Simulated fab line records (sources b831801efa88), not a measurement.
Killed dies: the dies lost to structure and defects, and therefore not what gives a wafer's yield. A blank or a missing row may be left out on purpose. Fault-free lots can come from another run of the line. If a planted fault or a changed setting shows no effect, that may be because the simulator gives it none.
Struck lot and sound lot, side by side :: flow sky130 :: 15 out of 708 route steps
Sound: wafers L514.3, L514.4, L514.6. Wafers L525.2, L525.5, L525.6 were the ones struck. The cause comes at the end.
Per side, at each step with rows, come the tool, then ch with its chambers, and then its first start. Under that, the readings that differ: sound wafers :: struck wafers :: difference of the means :: sigmas: that difference in standard deviations of wafers without a fault.
alike: same words and numbers on both sides, and readings whose means sit less than 2 such deviations apart. not compared: any withheld reading, any reading some wafer has no value for, any bound like >300 that may hide the same value, and any number with overlapping values for which the record gives no deviation.
A row with sigmas, a row that says differs or no value, or rows on one side alone: a step with any of these is where the two part. When numbers do not overlap yet have no deviation, they are printed without sigmas and do not part them. Lack of a reading on every wafer of one side parts them only where that side has two or more wafers.

first, 7 steps without rows for these wafers: SKY_METAL4_HMDS_06 (prime time 60 s); SKY_METAL4_COAT_07 (resist thk 60 nm); SKY_METAL4_COAT_08 (resist thk 1140 nm); SKY_METAL4_SOFTBAKE_09 (time 90 s); SKY_METAL4_EXPOSE_10 (exposes mask MM4, target cd 300 nm); SKY_METAL4_PEB_11; SKY_METAL4_DEVELOP_12 (develop time 60 s).
SKY_METAL4_CD_MEAS_13: target cd 300 nm.
  struck on cd-sem-02, day 46 03:43; sound on cd-sem-02, day 42 22:38
  alike: cd-nm
SKY_METAL4_OVL_MEAS_14:
  struck on overlay-01, day 46 03:50; sound on overlay-02, day 42 22:43
  alike: METAL4_OVL
SKY_METAL4_DESCUM_15: chemistry O2, time 8 s.
  sound on rie-metal-04 ch 0, day 42 22:46; struck on rie-metal-01 ch 0,1, day 46 03:52
  alike: drypump-motor-current-A, oes-product-au
  not compared: rf-hours-counter-h
SKY_METAL4_ETCH_16: etches BARC in N2/H2, stops on SiO2, time 88.2 s, target depth 60 nm.
  sound on rie-metal-04 ch 0, day 42 22:52; struck on rie-metal-01 ch 0,1, day 46 03:53
  alike: bias-w, chamber-pressure-mTorr, drypump-motor-current-A, oes-product-au, throttle-valve-pct
  not compared: rf-hours-counter-h
SKY_METAL4_ETCH_17: etches SiO2 in C4F8/O2/Ar, stops on TiN, time 3.9 s, target depth 15 nm.
  sound on rie-diel-03 ch 1,2,3, day 42 23:00; struck on rie-diel-04 ch 0,1, day 46 03:59
  alike: bias-w, chamber-pressure-mTorr, oes-product-au
  not compared: rf-hours-counter-h
SKY_METAL4_METAL_ETCH_18: etches the open film in Cl2/BCl3, stops on SiO2, target depth 845 nm, time 183.1 s.
  sound on rie-metal-01 ch 0,1, day 42 23:05; struck on rie-metal-04 ch 0,1, day 46 04:00
  no value came back on the struck wafers for any of 6 readings (bcl3-flow-sccm (sccm), bias-w (W) and others); on the sound wafers bcl3-flow-sccm (sccm) reads 30.14 29.90 30.04
reading: model.KrF-thick_of_METAL4_COAT_08.thk-nm (nm)
sound: 515.4 513.9 505.6
struck: 1080 1075 1074
difference: +565
sigmas: 

reading: model.SiO2_of_VIA3_HDPCVD_00.thk-nm (nm)
sound: 436.1 436 436.5
struck: 462.3 461.1 462.7
difference: +25.8
sigmas: 
  not compared: rf-hours-counter-h
SKY_METAL4_STRIP_19: strips in O2/N2.
  sound on plasma-asher-02 ch 0,1, day 42 23:19; struck on plasma-asher-03 ch 0,1, day 46 04:11
reading: oes-product-au (a.u.)
sound: 0.493 0.490 0.497
struck: 0.720 0.711 0.716
difference: +0.222
sigmas: +40

reading: strip-time-to-endpoint-s (s)
sound: 6.41 6.39 6.33
struck: 11.89 11.84 11.83
difference: +5.48
sigmas: +64
  alike: drypump-motor-current-A
  not compared: rf-hours-counter-h
then, 1 step without rows for these wafers: SKY_METAL4_STRIP_20 (strips in post etch residue remover, time 1200 s).

WHERE THEY PART
At SKY_METAL4_METAL_ETCH_18 first; at SKY_METAL4_STRIP_19 last (within this record only).

WHY: what had been put in by the simulator
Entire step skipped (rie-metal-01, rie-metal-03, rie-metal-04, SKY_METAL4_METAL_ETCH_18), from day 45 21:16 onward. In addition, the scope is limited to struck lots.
